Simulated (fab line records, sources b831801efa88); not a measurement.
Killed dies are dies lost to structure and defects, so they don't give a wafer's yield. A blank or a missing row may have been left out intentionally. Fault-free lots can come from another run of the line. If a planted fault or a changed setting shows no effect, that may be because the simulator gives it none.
Matching of chambers -- flow gf180mcu -- 4 sister chambers for GF_V4_CMP_26 on cmp-01
The step polishes, stops on SiO2, t overpolish 15 s, target thk 0 nm. 4 wafers are shown with their chamber, then 9 later ones without.

EACH WAFER AND ITS CHAMBER
wafer,chamber,time-to-endpoint-s (s)
L180.1,0,80
L180.3,1,94
L182.1,2,90
L182.5,3,86

WAFERS WITHOUT THEIR CHAMBER
wafer,time-to-endpoint-s (s)
L185.1,86
L185.4,90
L185.5,87
L192.4,85
L192.5,89
L192.6,83
L194.2,87
L194.3,80
L194.5,83

WHICH CHAMBER EACH ONE RAN IN
wafer,from the rows above,in truth
L185.1,3,3
L185.4,2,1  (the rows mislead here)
L185.5,can't be placed: 3 or 2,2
L192.4,3,3
L192.5,can't be placed: 2 or 3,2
L192.6,can't be placed: 0 or 3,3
L194.2,can't be placed: 3 or 2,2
L194.3,0,0
L194.5,can't be placed: 0 or 3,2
3 of 9 placed correctly. Cannot be placed on the basis of these rows: 5; the candidates contain the true chamber in 4. Number placed wrongly: 1.
How it was worked out, from the rows above alone: a wafer's distance from a chamber is the root of the sum, over the readings, of the square of ((its reading less the chamber's mean) divided by the reading's scatter). The wafer belongs to the nearest chamber; if the next one is less than 2 further off, it can't be placed. For every chamber, the mean is computed from those of its wafers that are shown. The scatter: with one shown wafer a chamber, the root of the mean of the squares of how far each hidden wafer lies from its nearest shown one.
